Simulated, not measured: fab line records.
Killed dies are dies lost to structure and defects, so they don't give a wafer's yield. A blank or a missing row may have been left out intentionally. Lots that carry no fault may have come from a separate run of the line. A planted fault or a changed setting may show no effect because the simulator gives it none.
Shared-tool check :: flow sky130 :: 36 wafers sampled across 12 lots

WHAT PROMPTED THE OPENING
3 of 12 lots carry a flag on the reading VT_ADJUST_LVTN_TW at SKY_VT_ADJUST_LVTN_TW_MEAS_10. No-fault wafers: 240.9, standard deviation 2.3.
Rule: flag the lot when none of its wafers has a number, or when each of its wafers that has one lies beyond 4 standard deviations from that mean. All remaining lots are regarded as sound.

lot: L973
measured: day 6 21:22
on: film_metro-01
VT_ADJUST_LVTN_TW, wafer by wafer: 244.3 244.5 244.5
flag: 

lot: L974
measured: day 7 04:32
on: film_metro-04
VT_ADJUST_LVTN_TW, wafer by wafer: 294.6 293.5 294.3
flag: FLAGGED

lot: L975
measured: day 7 18:56
on: film_metro-01
VT_ADJUST_LVTN_TW, wafer by wafer: 296.8 297.7 295.8
flag: FLAGGED

lot: L976
measured: day 7 21:36
on: film_metro-02
VT_ADJUST_LVTN_TW, wafer by wafer: 240.4 241.0 241.0
flag: 

lot: L983
measured: day 9 16:47
on: film_metro-04
VT_ADJUST_LVTN_TW, wafer by wafer: 292.9 294.3 294.5
flag: FLAGGED

lot: L986
measured: day 10 12:19
on: film_metro-02
VT_ADJUST_LVTN_TW, wafer by wafer: 239.1 240.4 240.4
flag: 

lot: L987
measured: day 10 21:28
on: film_metro-01
VT_ADJUST_LVTN_TW, wafer by wafer: 243.7 244.2 244.6
flag: 

lot: L988
measured: day 11 12:26
on: film_metro-01
VT_ADJUST_LVTN_TW, wafer by wafer: 242.4 243.3 242.8
flag: 

lot: L990
measured: day 11 15:37
on: film_metro-01
VT_ADJUST_LVTN_TW, wafer by wafer: 242.6 243.2 242.4
flag: 

lot: L991
measured: day 11 23:11
on: film_metro-01
VT_ADJUST_LVTN_TW, wafer by wafer: 242.1 243.4 242.2
flag: 

lot: L993
measured: day 12 12:30
on: film_metro-04
VT_ADJUST_LVTN_TW, wafer by wafer: 241.0 241.5 239.5
flag: 

lot: L995
measured: day 12 19:17
on: film_metro-01
VT_ADJUST_LVTN_TW, wafer by wafer: 243.3 242.4 243.9
flag: 
The numbers of the flagged lots are 294.9 on average: +54.0 against the usual, or +23 standard deviations.

LOT BY LOT: THE TOOL USED
The record holds 1 process step before the reading, out of a route of 708 steps. Read each cell as the tool, then ch plus the chambers that the sampled wafers visited, then the start.
lot: L973
flag: 
SKY_VT_ADJUST_LVTN_IMPLANT_08: implanter-02 ch 0, day 6 21:08

lot: L974
flag: FLAGGED
SKY_VT_ADJUST_LVTN_IMPLANT_08: implanter-01 ch 0, day 7 03:58

lot: L975
flag: FLAGGED
SKY_VT_ADJUST_LVTN_IMPLANT_08: implanter-03 ch 0, day 7 18:14

lot: L976
flag: 
SKY_VT_ADJUST_LVTN_IMPLANT_08: implanter-03 ch 0, day 7 21:21

lot: L983
flag: FLAGGED
SKY_VT_ADJUST_LVTN_IMPLANT_08: implanter-03 ch 0, day 9 16:15

lot: L986
flag: 
SKY_VT_ADJUST_LVTN_IMPLANT_08: implanter-02 ch 0, day 10 12:04

lot: L987
flag: 
SKY_VT_ADJUST_LVTN_IMPLANT_08: implanter-02 ch 0, day 10 21:13

lot: L988
flag: 
SKY_VT_ADJUST_LVTN_IMPLANT_08: implanter-01 ch 0, day 11 12:14

lot: L990
flag: 
SKY_VT_ADJUST_LVTN_IMPLANT_08: implanter-02 ch 0, day 11 15:24

lot: L991
flag: 
SKY_VT_ADJUST_LVTN_IMPLANT_08: implanter-02 ch 0, day 11 22:56

lot: L993
flag: 
SKY_VT_ADJUST_LVTN_IMPLANT_08: implanter-03 ch 0, day 12 12:15

lot: L995
flag: 
SKY_VT_ADJUST_LVTN_IMPLANT_08: implanter-02 ch 0, day 12 19:04
What these steps do:
- SKY_VT_ADJUST_LVTN_IMPLANT_08
- SKY_VT_ADJUST_LVTN_TW_MEAS_10

FLAGGED AGAINST TOTAL, ONE TOOL AT A TIME (gauges that did the reading follow at the end)
step: SKY_VT_ADJUST_LVTN_IMPLANT_08
tool: implanter-01
lots run: 2
flagged: 1
share of the flagged lots: some
sound lots run after its first flagged lot: 1 (L988)

step: SKY_VT_ADJUST_LVTN_IMPLANT_08
tool: implanter-02
lots run: 6
flagged: 0
share of the flagged lots: none
sound lots run after its first flagged lot: -

step: SKY_VT_ADJUST_LVTN_IMPLANT_08
tool: implanter-03
lots run: 4
flagged: 2
share of the flagged lots: some
sound lots run after its first flagged lot: 2 (L976,L993)

step: SKY_VT_ADJUST_LVTN_TW_MEAS_10
tool: film_metro-01
lots run: 7
flagged: 1
share of the flagged lots: some
sound lots run after its first flagged lot: 5 (L987,L988,L990,L991,L995)

step: SKY_VT_ADJUST_LVTN_TW_MEAS_10
tool: film_metro-02
lots run: 2
flagged: 0
share of the flagged lots: none
sound lots run after its first flagged lot: -

step: SKY_VT_ADJUST_LVTN_TW_MEAS_10
tool: film_metro-04
lots run: 3
flagged: 2
share of the flagged lots: some
sound lots run after its first flagged lot: 1 (L993)

WHAT THE TABLE PERMITS
No row of the table ran every flagged lot.

WHAT WAS PUT IN BY THE SIMULATOR
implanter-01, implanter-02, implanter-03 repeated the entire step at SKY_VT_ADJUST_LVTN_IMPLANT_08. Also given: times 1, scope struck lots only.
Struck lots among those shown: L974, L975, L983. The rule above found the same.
